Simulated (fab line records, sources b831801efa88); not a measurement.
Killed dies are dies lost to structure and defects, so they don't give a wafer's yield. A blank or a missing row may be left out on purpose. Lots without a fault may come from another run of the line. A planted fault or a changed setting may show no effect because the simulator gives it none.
Which tool did it? | flow gf180mcu | 24 lots, 72 wafers sampled, at 2 steps of a route of 602

WHAT THE GAUGES READ, wafer by wafer
GF_V1_CD_MEAS_14: target cd 260 nm. Usual: cd_nm 260.3 nm, standard deviation 1.
lot  | measured     | on        | cd_nm (nm)        | flag
L074 | day 18 00:05 | cd_sem-01 | 259.7 260.7 260.2 |
L075 | day 18 05:16 | cd_sem-02 | 261.4 259.4 260.4 |
L076 | day 18 14:08 | cd_sem-02 | 263.3 261.6 262.8 |
L077 | day 18 20:50 | cd_sem-01 | 260.1 259.3 258.9 |
L078 | day 19 11:21 | cd_sem-02 | 260.2 259.2 261.3 |
L079 | day 19 18:48 | cd_sem-01 | 261.1 259.7 260.2 |
L080 | day 20 06:55 | cd_sem-01 | 261.8 262.0 260.1 |
L081 | day 20 23:39 | cd_sem-01 | 260.6 258.3 261.2 |
L082 | day 21 00:26 | cd_sem-01 | 259.7 261.6 260.3 |
L083 | day 21 16:06 | cd_sem-02 | 260.7 260.5 259.8 |
L084 | day 21 23:09 | cd_sem-02 | 260.3 259.8 260.1 |
L085 | day 22 08:11 | cd_sem-02 | 259.7 261.0 260.1 |
L086 | day 22 17:47 | cd_sem-01 | 260.6 260.6 259.9 |
L087 | day 22 20:02 | cd_sem-02 | 262.1 261.6 260.4 |
L088 | day 23 05:07 | cd_sem-01 | 261.9 261.1 262.5 |
L089 | day 23 14:06 | cd_sem-02 | 260.4 258.7 260.0 |
L090 | day 23 22:33 | cd_sem-01 | 258.9 259.5 258.9 |
L091 | day 24 04:50 | cd_sem-02 | 259.6 259.0 258.9 |
L092 | day 24 07:57 | cd_sem-01 | 259.0 258.7 260.4 |
L093 | day 25 00:19 | cd_sem-02 | 259.5 259.2 257.8 |
L094 | day 25 06:01 | cd_sem-02 | 260.2 259.3 260.7 |
L095 | day 25 19:48 | cd_sem-01 | 260.6 260.7 260.2 |
L096 | day 26 05:24 | cd_sem-01 | 260.0 259.5 260.4 |
L097 | day 26 07:08 | cd_sem-01 | 259.8 260.2 259.9 |

WHICH TOOL RAN EACH LOT (tool, then ch and the chambers of the sampled wafers, then the start)
lot  | GF_M1_SPUTTER_03
L074 | pvd_sputter-02, day 16 02:00
L075 | pvd_sputter-03, day 16 07:29
L076 | pvd_sputter-04, day 16 15:30
L077 | pvd_sputter-03, day 16 21:32
L078 | pvd_sputter-04, day 17 11:02
L079 | pvd_sputter-02, day 17 17:47
L080 | pvd_sputter-04, day 18 05:15
L081 | pvd_sputter-02, day 18 21:33
L082 | pvd_sputter-04, day 18 22:49
L083 | pvd_sputter-03, day 19 14:11
L084 | pvd_sputter-04, day 19 20:57
L085 | pvd_sputter-02, day 20 07:17
L086 | pvd_sputter-02, day 20 16:59
L087 | pvd_sputter-02, day 20 19:12
L088 | pvd_sputter-03, day 21 05:57
L089 | pvd_sputter-04, day 21 14:32
L090 | pvd_sputter-02, day 21 22:16
L091 | pvd_sputter-04, day 22 05:26
L092 | pvd_sputter-03, day 22 08:58
L093 | pvd_sputter-02, day 23 02:13
L094 | pvd_sputter-02, day 23 08:44
L095 | pvd_sputter-03, day 23 23:09
L096 | pvd_sputter-03, day 24 09:44
L097 | pvd_sputter-02, day 24 11:26
- GF_M1_SPUTTER_03: material Ti, target thk 10 nm, time 6.7 s.

WHAT THE TOOLS THEMSELVES READ (means of the sampled wafers that have a number; where no wafer has one, the mark that the record gives instead)
GF_M1_SPUTTER_03. Usual: throttle_valve_pct 30.1 %, standard deviation 0.97.
lot  | tool           | throttle_valve_pct (%) | flag
L074 | pvd_sputter-02 | 30.7                   |
L075 | pvd_sputter-03 | 29.9                   |
L076 | pvd_sputter-04 | 30.1                   |
L077 | pvd_sputter-03 | 28.8                   |
L078 | pvd_sputter-04 | 30.0                   |
L079 | pvd_sputter-02 | 30.3                   |
L080 | pvd_sputter-04 | 29.4                   |
L081 | pvd_sputter-02 | 30.6                   |
L082 | pvd_sputter-04 | 29.5                   |
L083 | pvd_sputter-03 | 29.8                   |
L084 | pvd_sputter-04 | 29.2                   |
L085 | pvd_sputter-02 | 30.3                   |
L086 | pvd_sputter-02 | 30.4                   |
L087 | pvd_sputter-02 | 30.5                   |
L088 | pvd_sputter-03 | 30.9                   |
L089 | pvd_sputter-04 | 29.5                   |
L090 | pvd_sputter-02 | 30.6                   |
L091 | pvd_sputter-04 | 29.4                   |
L092 | pvd_sputter-03 | 29.8                   |
L093 | pvd_sputter-02 | 30.1                   |
L094 | pvd_sputter-02 | 30.8                   |
L095 | pvd_sputter-03 | 29.9                   |
L096 | pvd_sputter-03 | 29.6                   |
L097 | pvd_sputter-02 | 30.3                   |

THE ANSWER, worked out from the rows above alone
Rule: a lot is off if the mean of its wafers that have a number lies more than 3 standard deviations from the usual mean. A lot without any number at a reading at which 4 lots or more have one is off too. The other lots that the step has rows for count as sound. The gauges are gone through in route order, then the tools' own readings, and for those a lot's mean is taken as printed above. The first step at which some lot is off is used, and at that step the reading that is off furthest; a lot without a number counts as furthest.
No lot is off at any reading shown: from this, nothing can be told.

WHAT THE SIMULATOR HAD PUT IN
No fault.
